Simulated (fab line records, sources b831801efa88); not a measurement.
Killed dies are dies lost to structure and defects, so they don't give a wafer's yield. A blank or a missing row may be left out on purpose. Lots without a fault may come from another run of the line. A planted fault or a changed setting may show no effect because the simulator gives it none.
Which tool did it? | flow sky130 | 10 lots, 30 wafers sampled, at 3 steps of a route of 708

WHAT THE GAUGES READ, wafer by wafer
SKY_METAL2_CD_MEAS_15: target cd 140 nm.
lot  | measured     | on        | cd_nm (nm)
L991 | day 35 06:40 | cd_sem-02 | 140.7 140.9 141.1
L992 | day 35 15:19 | cd_sem-02 | 140.6 138.8 140.1
L993 | day 35 23:50 | cd_sem-01 | 140.5 140.0 139.7
L995 | day 36 19:02 | cd_sem-02 | 142.3 142.5 140.8
L100 | day 38 17:44 | cd_sem-02 | 139.7 141.2 141.1
L104 | day 40 00:49 | cd_sem-01 | 53.6 104.6 98.9
L105 | day 40 00:53 | cd_sem-02 | 96.9 122.4 129.5
L109 | day 40 22:28 | cd_sem-01 | 139.7 139.2 139.9
L111 | day 41 10:52 | cd_sem-02 | 140.1 140.7 140.6
L113 | day 42 02:48 | cd_sem-01 | 140.6 140.9 141.0

WHICH TOOL RAN EACH LOT (tool, then ch and the chambers of the sampled wafers, then the start)
lot  | SKY_METAL2_SPUTTER_03        | SKY_METAL2_EXPOSE_12
L991 | pvd_sputter-04, day 34 03:12 | krf_scanner-02 ch 0, day 34 16:31
L992 | pvd_sputter-04, day 34 12:18 | krf_scanner-01 ch 0, day 35 02:22
L993 | pvd_sputter-03, day 34 21:20 | krf_scanner-02 ch 0, day 35 11:26
L995 | pvd_sputter-04, day 35 15:25 | krf_scanner-02 ch 0, day 36 05:42
L100 | pvd_sputter-04, day 37 16:39 | krf_scanner-01 ch 0, day 38 05:11
L104 | pvd_sputter-04, day 38 23:14 | krf_scanner-01 ch 0, day 39 11:29
L105 | pvd_sputter-02, day 38 23:35 | krf_scanner-01 ch 0, day 39 11:50
L109 | pvd_sputter-04, day 39 21:05 | krf_scanner-02 ch 0, day 40 09:44
L111 | pvd_sputter-03, day 40 09:43 | krf_scanner-02 ch 0, day 40 23:24
L113 | pvd_sputter-04, day 41 02:55 | krf_scanner-02 ch 0, day 41 15:05
- SKY_METAL2_SPUTTER_03: material Ti, target thk 5 nm, time 3.3 s.
- SKY_METAL2_EXPOSE_12: exposes mask MM2, target cd 140 nm.

THE ANSWER, worked out from the rows above alone
Rule: what is usual is taken from the lots themselves. Put in order of their means at a reading, lots are off if they are a third of the lots or fewer, leave a main group of 4 or more, and stand apart from it by a gap of 3 or more times the standard deviation of the main group's means; of several such gaps the widest counts. A main group whose means are all the same, to the digits that the tables above print for the reading, isn't used. A lot without any number at a reading at which 4 lots or more have one is off too. The other lots that the step has rows for count as sound.
Off: L104, L105, at SKY_METAL2_CD_MEAS_15 (cd_nm). The main group: mean 140.5 nm, standard deviation 0.67.
A tool fits if, at a process step before that reading, it ran every lot that is off, and no sound lot after the first of them. The gauges at SKY_METAL2_CD_MEAS_15 are tried like those tools. One fits: krf_scanner-01 at SKY_METAL2_EXPOSE_12. Its last sound lot is L100 (day 38 05:11), its first lot that is off L104 (day 39 11:29): a fault that began between those two fits.

WHAT THE SIMULATOR HAD PUT IN
Process parameter drift: krf_scanner-01, from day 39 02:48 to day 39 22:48, at SKY_METAL2_EXPOSE_12. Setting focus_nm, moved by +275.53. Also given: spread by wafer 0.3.
Lots struck among those shown: L104, L105. The rule above found the same.
